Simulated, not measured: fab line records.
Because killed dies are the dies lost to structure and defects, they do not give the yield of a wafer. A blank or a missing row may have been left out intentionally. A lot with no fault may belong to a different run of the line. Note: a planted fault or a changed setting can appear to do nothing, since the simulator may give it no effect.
Comparing a struck lot with a sound one | flow sky130 | 15 steps out of a route of 708
Sound: the wafers L352.1, L352.2, L352.6. The struck wafers were L363.3, L363.5, L363.6. The cause is named last.
Order at every step that has rows: each side's tool, ch and its chambers, its first start. Under that, the readings that differ: sound wafers | struck wafers | difference of the means | sigmas: that difference in standard deviations of wafers without a fault.
alike: same words and numbers on both sides, and readings whose means sit less than 2 such deviations apart. not compared: any withheld reading, any reading some wafer has no value for, any bound like >300 that may hide the same value, and any number with overlapping values for which the record gives no deviation.
The two part at a step that has a row with sigmas, a row that says differs or no value, or rows on one side only. Numbers that don't overlap but have no deviation are shown without sigmas and don't part them. A reading missing from all wafers of one side parts the sides only when that side holds two or more wafers.

SKY_NWELL_TW_MEAS_26:
  sound on film_metro-04, day 8 10:08; struck on film_metro-03, day 10 18:43
  alike: NWELL_2_TW
then, 1 step without rows for these wafers: SKY_NWELL_CLEAN_27 (cleans in SC1/SC2, time 150 s).
SKY_NWELL_RTA_28: time 30 s.
  sound on rtp_anneal-02 ch 0, day 8 10:15; struck on rtp_anneal-01 ch 0, day 10 18:52
  reading          | sound                | struck               | difference | sigmas
  wafer_temp_C_max | 1057.8 1054.6 1056.7 | 1054.3 1054.0 1054.6 | -2.1       | -2
  alike: lamp_power_pct, ramp_down_c_per_s
SKY_NWELL_RS_MEAS_29: the measuring method here is four-point-probe.
  sound on film_metro-03, day 8 10:21; struck on film_metro-04, day 10 19:02
  alike: NWELL_RS
SKY_NWELL_RS_MEAS_31: the measuring method here is four-point-probe.
  sound on film_metro-03, day 8 10:35; struck on film_metro-04, day 10 19:17
  reading          | sound          | struck         | difference | sigmas
  PWDE_RS (ohm/sq) | 5290 5297 5296 | 5243 5235 5250 | -52        | -3
then, 6 steps without rows for these wafers: SKY_VT_ADJUST_HVTP_DEHYDRATE_00 (time 60 s); SKY_VT_ADJUST_HVTP_HMDS_01 (prime time 60 s); SKY_VT_ADJUST_HVTP_COAT_02 (resist thk 1140 nm); SKY_VT_ADJUST_HVTP_SOFTBAKE_03 (time 60 s); SKY_VT_ADJUST_HVTP_EXPOSE_04 (exposes mask HVTPM, target cd 380 nm); SKY_VT_ADJUST_HVTP_PEB_05.
SKY_VT_ADJUST_HVTP_DEVELOP_06: develop time 60 s.
  sound on litho_track-02 ch 0, day 9 06:55; struck on litho_track-03 ch 0, day 11 18:47
  reading              | sound             | struck            | difference | sigmas
  developer_temp_C (C) | 22.96 23.10 23.08 | 25.27 25.37 25.25 | +2.25      | +23
  alike: resist_line_temp_C
SKY_VT_ADJUST_HVTP_CD_MEAS_07: target cd 380 nm.
  sound on cd_sem-02, day 9 07:04; struck on cd_sem-01, day 11 18:55
  alike: cd_nm
  not compared: hold
SKY_VT_ADJUST_HVTP_OVL_MEAS_08:
  sound on overlay-02, day 9 07:11; struck on overlay-01, day 11 19:01
  alike: VT_ADJUST_HVTP_OVL
  not compared: hold
-- the record jumps here: 39 days lie between the struck wafers' starts before and after (it left off in module VT_ADJUST_HVTP and takes up again in module PAD_OPEN, whose first step shown is number 708 of the route) --
SKY_PAD_OPEN_PROBE_99:
  sound on prober-01, day 48 10:16; struck on prober-02, day 50 10:38
  alike: killed_at_M0_to_M3, killed_at_M4_up, killed_at_contacts, killed_at_front_end, killed_at_other, killed_dies, killed_open, killed_short

## WHERE THEY PART
First at SKY_NWELL_RTA_28; last, within this record, at SKY_VT_ADJUST_HVTP_DEVELOP_06. Later steps at which nothing parts them and some readings are alike: SKY_VT_ADJUST_HVTP_CD_MEAS_07, SKY_VT_ADJUST_HVTP_OVL_MEAS_08, SKY_PAD_OPEN_PROBE_99.

WHY: the cause the simulator had injected
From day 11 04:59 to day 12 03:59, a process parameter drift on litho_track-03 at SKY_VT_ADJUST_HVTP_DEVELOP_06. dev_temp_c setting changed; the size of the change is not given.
